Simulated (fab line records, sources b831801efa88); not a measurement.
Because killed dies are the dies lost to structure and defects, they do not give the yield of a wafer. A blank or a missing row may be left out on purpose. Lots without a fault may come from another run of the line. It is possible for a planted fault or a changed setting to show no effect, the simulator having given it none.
Problem report in the 8D (eight disciplines) form, filled by code    flow gf180mcu    the parts of the form that need people (team, actions taken, sign-off) are left out

## 1. WHAT WENT WRONG
runLengthS at GF_M2_STRIP_18 reads a mean of 1160 s on 6 wafers of 2 lots; wafers without a fault read 1228 s with a standard deviation of 3.4. That puts it -20 standard deviations away from the usual mean.
The step: strips in post etch residue remover, time 1200 s.
Seen first at day 24 20:22 on wetBench-03, wafer L247.2. At this step, 42 wafers from 14 lots have a number in the record. Rule for "out", or "out of limits": more than 4 standard deviations from the usual mean. The other wafers with a number count as sound.

## 2. WHAT IT IS, AND WHAT IT ISN'T
question                     is                      is not
which readings at this step  runLengthS              -
which lots                   L247, L249              L233, L234, L235, L236, L238, L239, L243, L251, L252, L253, L254, L255
which wafers of those lots   all that have a number  -
read on which tools          wetBench-03             wetBench-02, wetBench-04
when                         from day 24 20:22       up to then (21 sound wafers); but 15 sound wafers of L251, L252, L253, L254, L255 came after

## 3. SUSPECTS, AND WHAT RULES EACH OUT
Counting: a tool at a process step up to the reading stays a suspect if it ran every lot that is out and no sound lot after the first of them.
- pvdSputter-03 at GF_M2_SPUTTER_01 (material TiN, target thk 30 nm, time 25 s): ruled out as a lasting fault. After its first lot that is out, L247 (day 23 22:18), sound lots L255 ran on it.
- wetBench-03 at GF_M2_STRIP_18 (strips in post etch residue remover, time 1200 s): kept. All lots that are out passed through it, beginning with L247 at day 24 20:22, and no sound lot followed; its final sound lot before that point was L238 at day 21 16:08. Its own readings are out on those wafers: runLengthS.
The count leaves wetBench-03 at GF_M2_STRIP_18.

## 4. THE CAUSE (what the simulator had put in)
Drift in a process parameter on wetBench-03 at GF_M2_STRIP_18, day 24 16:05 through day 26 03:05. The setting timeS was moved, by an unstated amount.
The count eliminated every tool but this one.

## 5. SEQUENCE OF EFFECTS, ordered by route
One row per reading whose mean, taken over the struck wafers that have a number, lies over 3 standard deviations from the usual. Only readings whose record carries a usual standard deviation are examined. hours: median over the lots of the time between each lot's start at the first step of this table that gives one and its start at this step. sigmas: the change, counted in usual standard deviations.
hours  step            reading     usual   on struck wafers  change  sigmas
0      GF_M2_STRIP_18  runLengthS  1228 s  1160              -68     -20
The process steps in it:
- GF_M2_STRIP_18: strips in post etch residue remover, time 1200 s.

## 6. WHAT WOULD HAVE CAUGHT IT SOONER
The fault began at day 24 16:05; the first out-of-limits reading in this record came at day 24 20:22, 4 hours later.
